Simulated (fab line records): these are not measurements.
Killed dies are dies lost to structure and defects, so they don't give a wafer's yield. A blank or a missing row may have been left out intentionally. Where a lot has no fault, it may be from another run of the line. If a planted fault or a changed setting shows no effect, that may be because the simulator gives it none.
Matching of chambers | flow sky130 | SKY_VIA1_CMP_24 on cmp-01 has 4 sister chambers
The step polishes, stops on SiO2, t overpolish 15 s, target thk 0 nm. 4 wafers are shown with their chamber, then 12 later ones without.

## WAFERS, EACH WITH ITS CHAMBER
wafer  | chamber | motor_current_A (A)
L088.2 | 3       | 10.4
L091.2 | 1       | 8.7
L091.4 | 0       | 10.6
L091.5 | 2       | 11.2

## WAFERS WITHOUT THEIR CHAMBER
wafer  | motor_current_A (A)
L089.2 | 8.2
L089.4 | 10.8
L089.5 | 11.0
L096.1 | 8.6
L096.3 | 10.8
L096.6 | 11.1
L095.1 | 11.0
L095.3 | 10.3
L095.6 | 9.0
L097.1 | 11.1
L097.2 | 10.3
L097.3 | 11.3

## WHICH CHAMBER EACH WENT THROUGH
wafer  | from the rows above          | in truth
L089.2 | 1                            | 1
L089.4 | can't be placed: 0 or 2 or 3 | 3
L089.5 | can't be placed: 2 or 0 or 3 | 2
L096.1 | 1                            | 1
L096.3 | can't be placed: 0 or 2 or 3 | 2
L096.6 | can't be placed: 2 or 0      | 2
L095.1 | can't be placed: 2 or 0 or 3 | 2
L095.3 | can't be placed: 3 or 0      | 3
L095.6 | 1                            | 1
L097.1 | can't be placed: 2 or 0      | 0
L097.2 | can't be placed: 3 or 0      | 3
L097.3 | 2                            | 2
Correct placement for 4 of the 12. Not placeable from these rows: 8 (in 8, the candidates include the true chamber). Placed wrongly: 0.
How it was worked out, from the rows above alone: a wafer's distance from a chamber is the root of the sum, over the readings, of the square of ((its reading less the chamber's mean) divided by the reading's scatter). The wafer belongs to the nearest chamber; if the next one is less than 2 further off, it can't be placed. A chamber's mean is the mean of its shown wafers. The scatter: with one shown wafer a chamber, the root of the mean of the squares of how far each hidden wafer lies from its nearest shown one.
